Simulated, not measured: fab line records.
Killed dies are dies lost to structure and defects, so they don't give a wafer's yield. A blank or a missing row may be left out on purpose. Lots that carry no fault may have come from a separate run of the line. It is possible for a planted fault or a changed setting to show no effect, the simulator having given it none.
What tool caused it? ; flow sky130 ; Sampling: 6 lots, 18 wafers, 3 of 708 route steps

## WHAT THE GAUGES SHOWED, per wafer
SKY_LDD_HVN_TW_MEAS_10.
lot;measured;on;LDD_HVN_TW
L815;day 21 14:31;film_metro-01;1425 1431 1423
L818;day 23 03:41;film_metro-03;1812 1828 1814
L822;day 24 22:17;film_metro-03;1817 1821 1813
L827;day 26 09:31;film_metro-03;1450 1454 1463
L831;day 28 01:25;film_metro-01;1423 1421 1422
L834;day 28 13:32;film_metro-02;1416 1423 1418

## TOOL THAT RAN EACH LOT (tool first, then ch and the chambers of the sampled wafers, then the start)
lot;SKY_POLY_GATE_STRIP_18;SKY_LDD_HVN_IMPLANT_08
L815;plasma_asher-02 ch 0,1, day 17 15:42;implanter-02 ch 0, day 21 14:16
L818;plasma_asher-02 ch 0,1, day 19 04:22;implanter-02 ch 0, day 23 03:08
L822;plasma_asher-01 ch 0,1, day 20 23:59;implanter-02 ch 0, day 24 21:43
L827;plasma_asher-01 ch 1, day 22 13:10;implanter-01 ch 0, day 26 09:16
L831;plasma_asher-01 ch 0,1, day 24 07:18;implanter-04 ch 0, day 28 01:10
L834;plasma_asher-02 ch 0,1, day 24 20:23;implanter-02 ch 0, day 28 13:18
- SKY_POLY_GATE_STRIP_18: strips in O2/N2.
- SKY_LDD_HVN_IMPLANT_08

## THE ANSWER, worked out from the rows above alone
Rule: what is usual is taken from the lots themselves. The widest of any qualifying gaps counts: lots, ordered by their means at a reading, are off when they make up no more than a third of the lots, leave a main group of 4 or more, and stand apart from it by 3 or more times the standard deviation of that group's means. Not used: any main group whose means are identical at the precision the tables above print for the reading. A lot without any number at a reading at which 4 lots or more have one is off too. Where the step has rows for the other lots, those lots are counted as sound.
Off: L818, L822, seen at SKY_LDD_HVN_TW_MEAS_10 (LDD_HVN_TW). For the main group the mean is 1431 and the standard deviation 15.
If a tool, at a process step before that reading, ran all the lots that are off and no sound lot after the first of them, it fits. Gauges at SKY_LDD_HVN_TW_MEAS_10: tried the same way as those tools. Not one of the candidates tried fits.

## WHAT WAS PUT IN BY THE SIMULATOR
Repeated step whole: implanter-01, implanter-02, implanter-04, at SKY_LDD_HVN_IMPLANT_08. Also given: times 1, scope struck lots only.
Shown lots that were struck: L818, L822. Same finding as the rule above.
